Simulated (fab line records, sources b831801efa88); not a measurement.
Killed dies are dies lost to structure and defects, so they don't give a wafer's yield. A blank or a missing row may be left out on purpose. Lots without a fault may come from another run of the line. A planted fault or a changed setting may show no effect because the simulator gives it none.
Which tool did it? | flow gf180mcu | 6 lots, 18 wafers sampled, at 1 step of a route of 602

WHAT THE GAUGES READ, wafer by wafer
GF_MVPSD_OVL_MEAS_07.
lot  | measured     | on         | MVPSD_OVL (nm)
L170 | day 5 23:07  | overlay-02 | -4.6 -1.1 -4.2
L172 | day 6 11:49  | overlay-01 | 0.3 1.3 1.4
L176 | day 7 11:11  | overlay-01 | -0.7 -0.8 1.0
L181 | day 8 16:38  | overlay-02 | -2.4 -0.9 -0.1
L184 | day 9 11:29  | overlay-02 | -0.8 0.0 -1.5
L190 | day 11 03:19 | overlay-02 | -1.5 -2.0 -0.7

WHICH TOOL RAN EACH LOT (tool, then ch and the chambers of the sampled wafers, then the start)
The record holds no process step before these readings.

THE ANSWER, worked out from the rows above alone
Rule: what is usual is taken from the lots themselves. Put in order of their means at a reading, lots are off if they are a third of the lots or fewer, leave a main group of 4 or more, and stand apart from it by a gap of 3 or more times the standard deviation of the main group's means; of several such gaps the widest counts. A main group whose means are all the same, to the digits that the tables above print for the reading, isn't used. A lot without any number at a reading at which 4 lots or more have one is off too. The other lots that the step has rows for count as sound.
No lot is off at any reading shown: from this, nothing can be told.

WHAT THE SIMULATOR HAD PUT IN
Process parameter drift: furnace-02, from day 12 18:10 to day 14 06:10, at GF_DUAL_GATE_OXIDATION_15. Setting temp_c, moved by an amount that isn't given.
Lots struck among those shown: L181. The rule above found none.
